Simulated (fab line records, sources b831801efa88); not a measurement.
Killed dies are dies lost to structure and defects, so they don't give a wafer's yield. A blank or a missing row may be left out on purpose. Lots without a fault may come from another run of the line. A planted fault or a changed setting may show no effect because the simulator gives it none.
A struck lot beside a sound one | flow gf180mcu | 14 steps out of a route of 602
Sound: wafers L133.1, L133.5, L133.6. Struck: wafers L142.1, L142.5, L142.6. The cause comes at the end.
At each step with rows: each side's tool, then ch and its chambers, then its first start. Under that, the readings that differ: sound wafers | struck wafers | difference of the means | sigmas: that difference in standard deviations of wafers without a fault.
alike: readings whose means differ by less than 2 such deviations, and words and numbers that are the same on both sides. not compared: withheld readings, readings that some wafer has no value for, bounds like >300 that may hide the same value, and numbers for which the record gives no deviation and whose values overlap.
The two part at a step that has a row with sigmas, a row that says differs or no value, or rows on one side only. Numbers that don't overlap but have no deviation are shown without sigmas and don't part them. A reading that every wafer of one side lacks parts them only if that side has two wafers or more.

GF_MIM_THK_MEAS_06:
  sound on film_metro-01, day 24 19:37; struck on film_metro-02, day 27 21:17
  alike: MIM_CVD_05_THK
GF_MIM_SPUTTER_07: material TiN, target thk 60 nm, time 50 s.
  sound on pvd_sputter-01, day 24 19:40; struck on pvd_sputter-01, day 27 21:21
  alike: throttle_valve_pct
GF_MIM_SPUTTER_08: material AlCu, target thk 200 nm, time 10.6 s.
  sound on pvd_sputter-01, day 24 19:43; struck on pvd_sputter-01, day 27 21:23
  alike: throttle_valve_pct
GF_MIM_SPUTTER_09: material TiN, target thk 35 nm, time 29.2 s.
  sound on pvd_sputter-01, day 24 19:44; struck on pvd_sputter-01, day 27 21:25
  alike: throttle_valve_pct
GF_MIM_RS_MEAS_10: measures by four-point-probe.
  sound on film_metro-03, day 24 19:46; struck on film_metro-03, day 27 21:27
  reading              | sound                | struck               | difference | sigmas
  MIM_ALCU_RS (ohm/sq) | 0.1575 0.1574 0.1569 | 0.1605 0.1612 0.1620 | +0.0040    | +2
GF_MIM_THK_MEAS_11: measures by xrf.
  sound on film_metro-03, day 24 19:53; struck on film_metro-03, day 27 21:34
  reading           | sound             | struck            | difference | sigmas
  MIM_ALCU_THK (nm) | 203.4 204.6 203.8 | 199.5 200.2 198.1 | -4.7       | -2
then, 6 steps without rows for these wafers: GF_MIM_DEHYDRATE_12 (time 60 s); GF_MIM_HMDS_13 (prime time 60 s); GF_MIM_COAT_14 (resist thk 1000 nm); GF_MIM_SOFTBAKE_15 (time 60 s); GF_MIM_EXPOSE_16 (exposes mask FuseTop, target cd 2000 nm); GF_MIM_PEB_17.
GF_MIM_DEVELOP_18: develop time 60 s.
  sound on litho_track-01 ch 0, day 25 16:34; struck on litho_track-01, day 28 16:34
  no value came back on the struck wafers for chill_plate_temp_C (C), develop_time_s (s); on the sound wafers chill_plate_temp_C (C) reads 23.04 22.95 23.03
GF_MIM_METAL_ETCH_19: etches the open film in Cl2/BCl3, stops on Si3N4, target depth 324.5 nm, time 54.1 s.
  sound on rie_metal-04 ch 0,1, day 25 16:43; struck on rie_metal-04 ch 0,1, day 28 16:43
  reading                | sound                | struck               | difference | sigmas
  throttle_valve_pct (%) | 28.267 28.273 28.262 | 28.299 28.284 28.283 | +0.021     | +2
  alike: drypump_motor_current_A, oes_product_au
  not compared: rf_hours_counter_h

WHERE THEY PART
First at GF_MIM_RS_MEAS_10; last, within this record, at GF_MIM_METAL_ETCH_19.

WHY: what the simulator had put in
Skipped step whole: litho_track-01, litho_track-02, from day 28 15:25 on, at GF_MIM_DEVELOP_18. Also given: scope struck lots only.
